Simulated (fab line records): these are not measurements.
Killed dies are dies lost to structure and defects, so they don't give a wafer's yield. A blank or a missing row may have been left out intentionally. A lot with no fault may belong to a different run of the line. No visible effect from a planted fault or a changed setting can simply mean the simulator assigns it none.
Struck lot and sound lot, side by side + flow sky130 + 19 out of 708 route steps
Sound: wafers L598.2, L598.4, L598.5. Wafers struck: L613.2, L613.3, L613.5. The cause is given at the end.
Per side, at each step with rows, come the tool, then ch with its chambers, and then its first start. Under that, the readings that differ: sound wafers + struck wafers + difference of the means + sigmas: that difference in standard deviations of wafers without a fault.
alike: a reading whose means differ by less than 2 such deviations, as well as words and numbers matching on both sides. not compared: withheld readings; readings where some wafer has no value; bounds like >300 that might hide an equal value; numbers whose values overlap and for which the record gives no deviation.
The two part at a step that has a row with sigmas, a row that says differs or no value, or rows on one side only. Numbers that don't overlap but have no deviation are shown without sigmas and don't part them. Lack of a reading on every wafer of one side parts them only where that side has two or more wafers.

SKY_METAL4_STRIP_19: strips in O2/N2.
  sound on plasma-asher-04 ch 0,1, day 42 22:19; struck on plasma-asher-02 ch 0,1, day 46 20:59
  alike: drypump-motor-current-A, oes-product-au, strip-time-to-endpoint-s
  not compared: rf-hours-counter-h
then, 4 steps without rows for these wafers: SKY_METAL4_STRIP_20 (strips in post etch residue remover, time 1200 s); SKY_METAL4_CLEAN_21 (cleans in IPA, time 180 s); SKY_METAL4_CLEAN_22 (cleans in O3/DIW); SKY_VIA4_HDPCVD_00 (deposits SiO2, target thk 1750 nm, time 291.7 s).
SKY_VIA4_THK_MEAS_01:
  struck on film-metro-01, day 46 21:49; sound on film-metro-03, day 42 23:35
  alike: VIA4_HDPCVD_THK
SKY_VIA4_CMP_02: polishes SiO2.
  sound on cmp-01 ch 0,2,3, day 42 23:38; struck on cmp-01 ch 1,3, day 46 21:55
  alike: edge-zone-pressure-frac, motor-current-A
SKY_VIA4_BOW_MEAS_03:
  struck on film-metro-02, day 46 22:11; sound on film-metro-01, day 42 23:57
  alike: VIA4_BOW
then, 4 steps without rows for these wafers: SKY_VIA4_DEHYDRATE_04 (time 60 s); SKY_VIA4_HMDS_05 (prime time 60 s); SKY_VIA4_COAT_06 (resist thk 1140 nm); SKY_VIA4_SOFTBAKE_07 (time 60 s).
SKY_VIA4_EXPOSE_08: exposes mask VIM4, target cd 800 nm.
  sound on iline-stepper-02 ch 0, day 43 11:22; struck on iline-stepper-02 ch 0, day 47 08:10
  alike: mask
then, 2 steps without rows for these wafers: SKY_VIA4_PEB_09; SKY_VIA4_DEVELOP_10 (develop time 60 s).
SKY_VIA4_OVL_MEAS_11:
  struck on overlay-02, day 47 17:56; sound on overlay-01, day 43 22:32
  alike: VIA4_OVL
SKY_VIA4_ETCH_12: etches SiO2 in C4F8/O2/Ar, stops on TiN, target depth 580 nm.
  sound on rie-diel-03 ch 0,1, day 43 22:34; struck on rie-diel-03 ch 1,2,3, day 47 17:58
| reading               | sound             | struck            | difference | sigmas |
|-----------------------|-------------------|-------------------|------------|--------|
| model.VIA4.cd-nm (nm) | 794.6 794.9 797.1 | 828.3 800.9 814.9 | +19.2      |        |
  alike: oes-product-au, rf-fwd-power-W
SKY_VIA4_STRIP_13: strips in O2/N2.
  sound on plasma-asher-03 ch 0,1, day 43 22:38; struck on plasma-asher-01 ch 0,1, day 47 18:02
  alike: drypump-motor-current-A, oes-product-au, strip-time-to-endpoint-s
  not compared: rf-hours-counter-h
-- the record jumps here: 2 days lie between the struck wafers' starts before and after (it left off in module VIA4 and takes up again in module PAD_OPEN, whose first step shown is number 708 of the route) --
SKY_PAD_OPEN_PROBE_99:
  struck on prober-02, day 50 04:50; sound on prober-01, day 46 20:44
  alike: defect-limited-yield, killed_at_M0_to_M3, killed_at_M4_up, killed-at-contacts, killed-at-front-end, killed-at-other, killed-dies, killed-open, killed-short, sort_bin_3_pad_short, sort_bin_5_function, sort_bin_6_memory, sort-n-pass, sort-yield-pct
  not compared: model.etest.via4-chain.rc-ohm

WHERE THEY PART
Nowhere in this record.

WHY: what had been put in by the simulator
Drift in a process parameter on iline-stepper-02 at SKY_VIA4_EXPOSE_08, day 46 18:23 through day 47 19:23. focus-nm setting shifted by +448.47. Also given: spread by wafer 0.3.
